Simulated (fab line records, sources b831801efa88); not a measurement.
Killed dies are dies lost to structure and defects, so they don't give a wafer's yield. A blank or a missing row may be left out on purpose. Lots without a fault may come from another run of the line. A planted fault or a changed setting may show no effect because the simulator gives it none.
Chamber matching | flow gf180mcu | GF_STI_CMP_25 on cmp-01: 4 sister chambers
The step polishes, stops on Si3N4, t overpolish 33 s, target thk 524.6 nm. 14 wafers are shown with their chamber, then 7 later ones without.

WAFERS WITH THEIR CHAMBER
wafer  | chamber | motor_current_A (A) | time_to_endpoint_s (s) | retaining_ring_pressure_frac
L608.1 | 0       | 11.7                | 125                    | 0.998
L608.4 | 2       | 13.5                | 131                    | 0.996
L608.6 | 2       | 14.9                | 126                    | 1.005
L611.2 | 2       | 14.3                | 126                    | 1.002
L611.4 | 1       | 10.7                | 114                    | 0.992
L611.5 | 3       | 15.1                | 124                    | 1.008
L619.2 | 2       | 14.1                | 127                    | 0.992
L619.3 | 1       | 11.3                | 111                    | 1.003
L619.6 | 2       | 14.4                | 125                    | 1.001
L620.2 | 3       | 15.7                | 115                    | 1.013
L620.3 | 1       | 10.8                | 111                    | 0.998
L620.6 | 0       | 10.8                | 118                    | 0.999
L623.1 | 3       | 15.1                | 124                    | 0.999
L623.2 | 2       | 14.5                | 120                    | 1.003

SIGNATURES (means of the wafers above)
reading                      | chamber 0 | chamber 1 | chamber 2 | chamber 3 | scatter within a chamber
motor_current_A              | 11.250    | 10.933    | 14.283    | 15.300    | 0.44
time_to_endpoint_s           | 121.50    | 112.00    | 125.83    | 121.00    | 3.84
retaining_ring_pressure_frac | 0.99850   | 0.99767   | 0.99983   | 1.00667   | 0.0053
Rule: a wafer's distance from a chamber is the root of the sum, over the readings, of the square of ((its reading less the chamber's mean) divided by the reading's scatter). The wafer belongs to the nearest chamber; if the next one is less than 2 further off, it can't be placed. The scatter: the root of (the sum of the squares of (reading less its chamber's mean) over the shown wafers, divided by (wafers less chambers)).

WAFERS WITHOUT THEIR CHAMBER
wafer  | motor_current_A (A) | time_to_endpoint_s (s) | retaining_ring_pressure_frac
L623.4 | 11.0                | 118                    | 1.009
L624.1 | 14.9                | 121                    | 0.997
L624.3 | 11.3                | 128                    | 1.000
L624.5 | 15.1                | 126                    | 0.994
L627.2 | 13.9                | 123                    | 0.997
L627.4 | 15.0                | 116                    | 0.998
L627.5 | 14.4                | 119                    | 0.995

WHICH CHAMBER EACH WENT THROUGH
wafer  | from the rows above     | in truth
L623.4 | can't be placed: 0 or 1 | 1
L624.1 | can't be placed: 2 or 3 | 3
L624.3 | 0                       | 0
L624.5 | can't be placed: 2 or 3 | 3
L627.2 | 2                       | 2
L627.4 | can't be placed: 3 or 2 | 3
L627.5 | can't be placed: 2 or 3 | 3
Placed correctly: 2 of 7. Can't be placed from these rows: 5 (the true chamber is among the candidates in 5). Placed wrongly: 0.
